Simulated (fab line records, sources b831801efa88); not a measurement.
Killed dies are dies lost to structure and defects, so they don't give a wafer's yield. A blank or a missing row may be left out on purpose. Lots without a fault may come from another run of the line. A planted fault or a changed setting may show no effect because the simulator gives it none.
One fault seen from 2 desks | flow gf180mcu | each desk has only its own numbers; what lay behind them comes last

THE METROLOGY DESK
What the gauges read, lot by lot, whatever tool the lot ran on: means of the sampled wafers that have a number. A lot is out of limits, marked OUT, if its mean lies more than 4 standard deviations from the usual mean; the brackets give that distance.
Columns: A = cd_nm at GF_TOP_METAL_CD_MEAS_14, usual 440.3 nm
lot  | first seen here | A
L471 | day 27 22:59    | 436.9
L472 | day 28 01:58    | 439.3
L474 | day 28 21:59    | 439.6
L475 | day 29 13:38    | 441.4
L476 | day 29 15:46    | 441.5
L478 | day 30 06:37    | 441.3
L479 | day 30 12:08    | 441.5
L482 | day 31 10:58    | 438.4
L483 | day 31 13:49    | 444.4
L484 | day 31 20:34    | 436.3
L486 | day 32 17:26    | 438.1
L489 | day 33 05:04    | 440.3
L487 | day 33 07:08    | 444.3
L490 | day 33 09:49    | 442.1
This desk's finding: nothing out of limits on any of the 14 lots.

THE TOOL OWNER'S DESK: pvd_sputter-03
The tool's own readings at GF_SALICIDE_SPUTTER_02 (material Co, target thk 10 nm, time 20 s): means of the sampled wafers that have a number, for each lot that ran on this tool. A lot is out of limits, marked OUT, if its mean lies more than 4 standard deviations from the usual mean; the brackets give that distance.
Columns: A = throttle_valve_pct at GF_SALICIDE_SPUTTER_02, usual 29.6 %
lot  | first seen here | A
L471 | day 14 22:19    | 29.6
L474 | day 15 22:40    | 29.0
L475 | day 16 12:57    | 29.8
L476 | day 16 21:58    | 29.3
L483 | day 19 09:46    | 30.0
L484 | day 19 15:37    | 29.1
L489 | day 21 17:27    | 30.1
L490 | day 21 22:10    | 30.1
This desk's finding: nothing out of limits on any of the 8 lots.

PUT TOGETHER
The metrology desk saw nothing out of limits.
The tool owner's desk saw nothing out of limits.

WHAT THE SIMULATOR HAD PUT IN
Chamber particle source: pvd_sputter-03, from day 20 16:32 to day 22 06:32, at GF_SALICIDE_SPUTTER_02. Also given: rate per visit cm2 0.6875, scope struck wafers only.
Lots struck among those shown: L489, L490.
